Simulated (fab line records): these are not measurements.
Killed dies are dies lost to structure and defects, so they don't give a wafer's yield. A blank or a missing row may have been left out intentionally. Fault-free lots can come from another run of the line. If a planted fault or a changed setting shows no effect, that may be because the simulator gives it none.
The same fault as seen by 2 desks | flow sky130 | only its own numbers are on each desk; what lay behind them is given at the end

AT THE TOOL OWNER'S DESK: cvd w-02
The tool's own readings at SKY_VIA2_CVD_21 (deposits W, target thk 420 nm, time 126.4 s): means of the sampled wafers that have a number, for each lot that ran on this tool. Any lot whose mean is over 4 standard deviations away from the usual mean is out of limits and marked OUT; that distance is given in the brackets.
Columns: A = chamber pressure Torr at SKY_VIA2_CVD_21, usual 40.00 Torr; B = heater power w at SKY_VIA2_CVD_21, usual 898 W
lot  | first seen here | A     | B
L702 | day 37 02:20    | 40.08 | 846
L705 | day 38 03:44    | 39.98 | 834
L714 | day 40 18:35    | 40.02 | 855
L715 | day 41 00:35    | 40.06 | 849
Finding of this desk: none of the 4 lots has anything out of limits.

THE METROLOGY DESK
What the gauges read, lot by lot, whatever tool the lot ran on: means of the sampled wafers that have a number. Any lot whose mean is over 4 standard deviations away from the usual mean is out of limits and marked OUT; that distance is given in the brackets.
Columns: A = METAL2_OVL at SKY_METAL2_OVL_MEAS_16, usual 4 nm; B = VIA2_W_RS at SKY_VIA2_RS_MEAS_22, usual 0.2743 ohm/sq; C = VIA2_W_THK at SKY_VIA2_THK_MEAS_23, usual 394 nm; D = CAPM_TIN_THK at SKY_CAPM_THK_MEAS_04, usual 200.0 nm
lot  | first seen here | A  | B                 | C              | D
L700 | day 35 12:01    | -0 | 0.2700            | 397            | 198.1
L701 | day 35 19:03    | 1  | 0.2733            | 398            | 199.6
L702 | day 35 22:09    | 1  | 0.2718            | 402            | 200.0
L704 | day 36 17:04    | 1  | 0.2734            | 398            | 200.8
L705 | day 36 23:31    | 2  | 0.2728            | 400            | 199.4
L708 | day 37 17:13    | 6  | 0.2770            | 394            | 198.2
L714 | day 39 16:31    | -0 | 0.3054 (+11) OUT  | 363 (-6.9) OUT | 198.5
L715 | day 39 22:04    | 7  | 0.2953 (+7.5) OUT | 375 (-4.3) OUT | 199.3
L717 | day 40 12:45    | -1 | 0.2741            | 397            | 201.5
L719 | day 40 22:01    | 6  | 0.2735            | 394            | 202.1
L721 | day 41 14:49    | 6  | 0.2737            | 392            | 201.9
Finding of this desk: L714, L715 out of limits, first seen on L714 at day 40 18:44 (VIA2_W_RS at SKY_VIA2_RS_MEAS_22). Within limits: L700, L701, L702, L704, L705, L708, L717, L719, L721.

PUT TOGETHER
On L714, L715, the metrology desk was in a position to raise an alarm at day 40 18:44.
The tool owner's desk saw nothing out of limits.
On record at the tool owner's desk: L714, L715, within its limits.
On cvd w-02, each named lot ran SKY_VIA2_CVD_21.

WHAT THE SIMULATOR HAD PUT IN
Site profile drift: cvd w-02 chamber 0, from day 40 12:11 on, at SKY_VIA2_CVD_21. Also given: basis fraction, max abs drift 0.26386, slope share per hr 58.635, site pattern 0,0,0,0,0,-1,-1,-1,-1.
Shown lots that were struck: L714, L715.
Per desk, hours elapsed from the start of the fault to the first reading out of limits: for the metrology desk, 7.
